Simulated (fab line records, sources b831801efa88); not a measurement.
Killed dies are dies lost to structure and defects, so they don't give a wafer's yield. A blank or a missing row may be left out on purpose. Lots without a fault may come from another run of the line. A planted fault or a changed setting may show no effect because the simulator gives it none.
A struck lot beside a sound one | flow sky130 | 17 steps out of a route of 708
Sound: wafers L407.1, L407.3, L407.5. Struck: wafers L408.2, L408.3, L408.5. The cause comes at the end.
At each step with rows: each side's tool, then ch and its chambers, then its first start. Under that, the readings that differ: sound wafers | struck wafers | difference of the means | sigmas: that difference in standard deviations of wafers without a fault.
alike: readings whose means differ by less than 2 such deviations, and words and numbers that are the same on both sides. not compared: withheld readings, readings that some wafer has no value for, bounds like >300 that may hide the same value, and numbers for which the record gives no deviation and whose values overlap.
The two part at a step that has a row with sigmas, a row that says differs or no value, or rows on one side only. Numbers that don't overlap but have no deviation are shown without sigmas and don't part them. A reading that every wafer of one side lacks parts them only if that side has two wafers or more.

first, 2 steps without rows for these wafers: SKY_CONTACT_PEB_12; SKY_CONTACT_DEVELOP_13 (develop time 60 s).
SKY_CONTACT_CD_MEAS_14: target cd 170 nm.
  sound on cd_sem-01, day 34 10:51; struck on cd_sem-01, day 35 08:11
  alike: cd_nm
SKY_CONTACT_OVL_MEAS_15:
  sound on overlay-01, day 34 10:58; struck on overlay-02, day 35 08:18
  alike: CONTACT_OVL
SKY_CONTACT_ETCH_16: etches BARC in N2/H2, stops on SiO2, time 45.9 s, target depth 60 nm.
  sound on rie_diel-01 ch 1,3, day 34 11:01; struck on rie_diel-01 ch 1,3, day 35 08:20
  alike: chamber_pressure_mTorr, drypump_motor_current_A, oes_product_au, throttle_valve_pct
  not compared: rf_hours_counter_h
SKY_CONTACT_ETCH_17: etches SiO2 in C4F8/O2/Ar, stops on Si3N4, target depth 340 nm.
  sound on rie_diel-01 ch 1,3, day 34 11:03; struck on rie_diel-01 ch 1,3, day 35 08:22
  alike: chamber_pressure_mTorr, oes_product_au
SKY_CONTACT_ETCH_18: etches Si3N4 in CHF3/O2, stops on TiN, time 39 s, target depth 75 nm.
  sound on rie_diel-01 ch 1,3; struck on rie_diel-01 ch 1,3
  alike: chamber_pressure_mTorr, drypump_motor_current_A, oes_product_au, throttle_valve_pct
  not compared: rf_hours_counter_h
SKY_CONTACT_STRIP_19: strips in O2/N2.
  sound on plasma_asher-04 ch 0,1, day 34 11:08; struck on plasma_asher-02 ch 0, day 35 08:28
  reading                     | sound       | struck      | difference | sigmas
  drypump_motor_current_A (A) | 5.8 6.6 6.7 | 5.0 5.0 5.0 | -1.4       | -2
  alike: chamber_pressure_mTorr, oes_product_au, strip_time_to_endpoint_s
  not compared: rf_hours_counter_h
then, 3 steps without rows for these wafers: SKY_CONTACT_STRIP_20 (strips in post etch residue remover, time 1200 s); SKY_CONTACT_CLEAN_21 (cleans in IPA, time 180 s); SKY_CONTACT_CLEAN_22 (cleans in O3/DIW).
SKY_CONTACT_SPUTTER_23: material TiN, target thk 20 nm, time 80 s.
  sound on pvd_sputter-04, day 34 11:44; struck on pvd_sputter-03, day 35 09:03
  alike: throttle_valve_pct
SKY_CONTACT_CVD_24: deposits W, target thk 340 nm, time 102.12 s.
  sound on cvd_w-02 ch 1, day 34 11:47; struck on cvd_w-01 ch 0,1, day 35 09:07
  no value came back on the struck wafers for chamber_pressure_Torr (Torr), heater_power_outer_w (W), heater_power_w (W), time_s (s); on the sound wafers chamber_pressure_Torr (Torr) reads 39.84 39.92 40.20
SKY_CONTACT_RS_MEAS_25: measures by four-point-probe.
  sound on film_metro-04, day 34 11:54; struck on film_metro-04, day 35 09:15
  reading               | sound             | struck               | difference | sigmas
  CONTACT_W_RS (ohm/sq) | 0.332 0.331 0.331 | 58.014 58.294 58.839 | +58.051    | +99 or more
SKY_CONTACT_THK_MEAS_26: measures by xrf.
  sound on film_metro-04, day 34 12:01; struck on film_metro-04, day 35 09:22
  reading            | sound       | struck   | difference | sigmas
  CONTACT_W_THK (nm) | 351 350 348 | <0 <0 <0 | differs    |
SKY_CONTACT_CMP_27: polishes, stops on SiO2, t overpolish 15 s, target thk 0 nm.
  sound on cmp-02 ch 0,1,2, day 34 12:11; struck on cmp-01 ch 0,1,2, day 35 09:28
  reading                | sound    | struck | difference | sigmas
  time_to_endpoint_s (s) | 86 80 81 | 2 8 4  | -78        | -18
  alike: head_pressure_psi, motor_current_A
-- the record jumps here: 13 days lie between the struck wafers' starts before and after (it left off in module CONTACT and takes up again in module PAD_OPEN, whose first step shown is number 708 of the route) --
SKY_PAD_OPEN_PROBE_99:
  the record has rows for the struck wafers here (prober-01, day 48 16:02) and none for the sound ones

WHERE THEY PART
First at SKY_CONTACT_STRIP_19; last, within this record, at SKY_PAD_OPEN_PROBE_99.

WHY: what the simulator had put in
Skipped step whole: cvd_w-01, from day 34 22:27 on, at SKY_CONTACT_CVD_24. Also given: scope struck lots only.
